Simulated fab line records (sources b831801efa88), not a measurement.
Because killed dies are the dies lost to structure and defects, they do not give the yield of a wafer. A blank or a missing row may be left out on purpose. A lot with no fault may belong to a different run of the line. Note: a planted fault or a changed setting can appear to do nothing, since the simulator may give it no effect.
What tool caused it?    flow sky130    12 lots, 34 wafers sampled, at 5 steps of a route of 708

WHAT THE GAUGES SHOWED, per wafer
The record lacks any reading of a measuring or inspecting step that a usual standard deviation could be used to judge.

WHICH TOOL RAN EACH LOT (tool, then ch and the chambers of the sampled wafers, then the start)
lot   SKY_LI_CONTACT_SPUTTER_19     SKY_LI_CONTACT_SPUTTER_20     SKY_METAL1_DEHYDRATE_07            SKY_METAL1_DESCUM_17               SKY_PAD_OPEN_PROBE_99
L266  pvd sputter-03, day 29 21:34  pvd sputter-03, day 29 21:38  litho track-04 ch 0, day 32 21:30  rie metal-04 ch 0,1, day 33 11:22  prober-02, day 46 08:20
L267  pvd sputter-04, day 30 07:35  pvd sputter-04, day 30 07:39  litho track-04 ch 0, day 33 08:05  rie metal-04 ch 0,1, day 33 22:18  prober-01, day 46 16:45
L268  pvd sputter-03, day 30 12:14  pvd sputter-03, day 30 12:18  litho track-04 ch 0, day 33 12:23  rie metal-04 ch 0,1, day 34 02:56  prober-02, day 46 17:55
L271  pvd sputter-03, day 31 23:02  pvd sputter-03, day 31 23:07  litho track-01 ch 0, day 34 22:13  rie metal-03 ch 0,1, day 35 12:26  prober-02, day 47 22:49
L274  pvd sputter-04, day 32 01:38  pvd sputter-04, day 32 01:43  litho track-01 ch 0, day 35 00:25  rie metal-03 ch 0, day 35 14:11    prober-02, day 48 00:19
L275  pvd sputter-03, day 32 05:44  pvd sputter-03, day 32 05:48  litho track-04 ch 0, day 35 05:21  rie metal-03 ch 0,1, day 35 18:50  prober-01, day 48 02:08
L276  pvd sputter-03, day 33 14:07  pvd sputter-03, day 33 14:11  litho track-04 ch 0, day 36 12:12  rie metal-03 ch 0,1, day 37 01:56  prober-02, day 49 02:24
L282  pvd sputter-04, day 34 13:40  pvd sputter-04, day 34 13:44  litho track-04 ch 0, day 37 11:35  rie metal-03 ch 0,1, day 38 00:55  prober-02, day 49 18:32
L283  pvd sputter-04, day 34 21:43  pvd sputter-04, day 34 21:47  litho track-04 ch 0, day 37 18:56  rie metal-03 ch 0, day 38 06:55    prober-01, day 49 22:24
L284  pvd sputter-04, day 35 00:37  pvd sputter-04, day 35 00:41  litho track-04 ch 0, day 37 21:41  rie metal-01 ch 0, day 38 10:35    prober-02, day 50 01:01
L285  pvd sputter-04, day 35 13:58  pvd sputter-04, day 35 14:03  litho track-01 ch 0, day 38 09:56  rie metal-04 ch 0,1, day 38 23:42  prober-01, day 50 09:17
L287  pvd sputter-01, day 36 00:02  pvd sputter-01, day 36 00:06  litho track-03 ch 0, day 38 19:18  rie metal-03 ch 0,1, day 39 07:28  prober-01, day 50 14:26
- SKY_LI_CONTACT_SPUTTER_19: material Ti, target thk 20 nm, time 106.37 s.
- SKY_LI_CONTACT_SPUTTER_20: material TiN, target thk 20 nm, time 80 s.
- SKY_METAL1_DEHYDRATE_07: time 60 s.
- SKY_METAL1_DESCUM_17: chemistry O2, time 8 s.
- SKY_PAD_OPEN_PROBE_99

AS READ BY THE TOOLS THEMSELVES (means over the sampled wafers that have a number; for cases with no such wafer, the mark the record gives instead)
SKY_LI_CONTACT_SPUTTER_19.
lot   tool            substrate temp c (C)  throttle valve pct (%)
L266  pvd sputter-03  200.05                28.7
L267  pvd sputter-04  200.19                30.5
L268  pvd sputter-03  200.15                29.4
L271  pvd sputter-03  199.82                28.7
L274  pvd sputter-04  200.07                30.3
L275  pvd sputter-03  200.07                28.7
L276  pvd sputter-03  200.10                28.7
L282  pvd sputter-04  199.84                30.3
L283  pvd sputter-04  200.01                30.2
L284  pvd sputter-04  199.91                30.1
L285  pvd sputter-04  200.06                30.2
L287  pvd sputter-01  200.11                29.1

SKY_LI_CONTACT_SPUTTER_20.
lot   tool            throttle valve pct (%)
L266  pvd sputter-03  28.6
L267  pvd sputter-04  30.4
L268  pvd sputter-03  29.4
L271  pvd sputter-03  28.7
L274  pvd sputter-04  30.5
L275  pvd sputter-03  28.7
L276  pvd sputter-03  28.8
L282  pvd sputter-04  30.5
L283  pvd sputter-04  30.1
L284  pvd sputter-04  30.1
L285  pvd sputter-04  30.2
L287  pvd sputter-01  29.2

SKY_METAL1_DEHYDRATE_07.
lot   tool            exhaust pa (Pa)  run length s (s)
L266  litho track-04  44.3             89.20
L267  litho track-04  45.0             89.08
L268  litho track-04  44.4             89.17
L271  litho track-01  45.1             89.05
L274  litho track-01  44.2             89.02
L275  litho track-04  45.5             89.11
L276  litho track-04  45.7             89.01
L282  litho track-04  45.1             90.67
L283  litho track-04  45.1             91.17
L284  litho track-04  44.8             91.30
L285  litho track-01  44.5             89.09
L287  litho track-03  45.5             89.04

SKY_METAL1_DESCUM_17.
lot   tool          drypump motor current A (A)  he backside leak sccm (sccm)  oes product au (a.u.)  temp c (C)
L266  rie metal-04  5.8                          3.46                          1.003                  40.03
L267  rie metal-04  5.8                          3.32                          1.001                  39.96
L268  rie metal-04  5.8                          3.49                          1.014                  39.89
L271  rie metal-03  5.4                          3.34                          1.002                  39.95
L274  rie metal-03  5.5                          3.52                          1.012                  40.00
L275  rie metal-03  5.3                          3.33                          1.007                  40.03
L276  rie metal-03  5.2                          3.13                          1.010                  40.15
L282  rie metal-03  5.4                          3.23                          1.017                  40.11
L283  rie metal-03  5.5                          3.54                          1.009                  40.15
L284  rie metal-01  5.5                          3.19                          1.026                  39.97
L285  rie metal-04  5.7                          3.30                          1.002                  40.03
L287  rie metal-03  5.3                          3.12                          1.013                  39.87

SKY_PAD_OPEN_PROBE_99.
lot   tool       defect limited yield (%)  killed_at_M0_to_M3  killed_at_M4_up  killed at contacts  killed at front end  killed at other  killed dies  killed open  killed short  sort_bin_3_pad_short (%)  sort_bin_5_function (%)  sort_bin_6_memory (%)  sort n pass  sort yield pct (%)
L266  prober-02  82.4                      42                  2.0              28                  15                   0.0              87           47           40            1.0                       9.4                      7.2                    405          82.4
L267  prober-01  82.6                      41                  3.7              27                  14                   0.3              86           46           39            1.0                       11.4                     5.0                    406          82.6
L268  prober-02  84.3                      40                  3.0              18                  16                   0.0              77           41           36            1.2                       9.1                      5.4                    415          84.3
L271  prober-02  82.4                      38                  2.3              27                  19                   0.0              86           52           34            1.1                       10.1                     6.4                    406          82.4
L274  prober-02  82.6                      48                  4.3              23                  11                   0.0              86           46           39            1.1                       10.8                     5.5                    406          82.6
L275  prober-01  83.3                      43                  3.3              23                  13                   0.0              82           43           40            1.0                       9.2                      6.5                    410          83.3
L276  prober-02  83.4                      40                  3.3              21                  17                   0.0              82           46           35            0.4                       9.9                      6.3                    410          83.4
L282  prober-02  83.6                      40                  3.7              27                  9                    0.0              81           43           38            0.7                       9.7                      6.0                    411          83.6
L283  prober-01  83.6                      46                  3.0              21                  10                   0.0              81           50           32            0.7                       9.3                      6.4                    411          83.6
L284  prober-02  81.8                      48                  1.5              24                  14                   1.5              90           42           47            0.9                       11.0                     6.3                    402          81.8
L285  prober-01  84.2                      39                  3.7              18                  17                   0.7              78           45           33            0.5                       9.6                      5.8                    414          84.2
L287  prober-01  82.1                      41                  4.0              25                  17                   0.3              88           49           38            0.5                       9.9                      7.4                    404          82.1

THE ANSWER, worked out from the rows above alone
Rule: what is usual is taken from the lots themselves. Put in order of their means at a reading, lots are off if they are a third of the lots or fewer, leave a main group of 4 or more, and stand apart from it by a gap of 3 or more times the standard deviation of the main group's means; of several such gaps the widest counts. The tables above print the reading to a certain number of digits; a main group whose means all agree to those digits is not used. Also off: a lot with no number at a reading for which 4 or more lots have one. Any other lot the step has rows for is counted as sound. After the gauges, taken in route order, come the tools' own readings; for these a lot's mean is taken, as printed above. The first step at which some lot is off is used, and at that step the reading that is off furthest; a lot without a number counts as furthest.
Off at SKY_METAL1_DEHYDRATE_07 (run length s): L282, L283, L284. Mean 89.09 s and standard deviation 0.062 in the main group.
If a tool, at that step or one of the process steps before it, ran each lot that is off and ran no sound lot following the first of them, it fits. One candidate fits, namely litho track-04 at SKY_METAL1_DEHYDRATE_07. A fault onset in the window from L276 (day 36 12:12, its last sound lot) to L282 (day 37 11:35, its first lot off) fits.
The tool's own readings at SKY_METAL1_DEHYDRATE_07 bear it out: on the lots that are off they differ by more than 5 times the standard deviation of the sound lots' means. run length s reads 91.05 s there against 89.09 s on the sound lots.

WHAT THE SIMULATOR PUT IN
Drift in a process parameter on litho track-04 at SKY_METAL1_DEHYDRATE_07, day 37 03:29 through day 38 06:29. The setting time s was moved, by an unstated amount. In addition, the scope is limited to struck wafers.
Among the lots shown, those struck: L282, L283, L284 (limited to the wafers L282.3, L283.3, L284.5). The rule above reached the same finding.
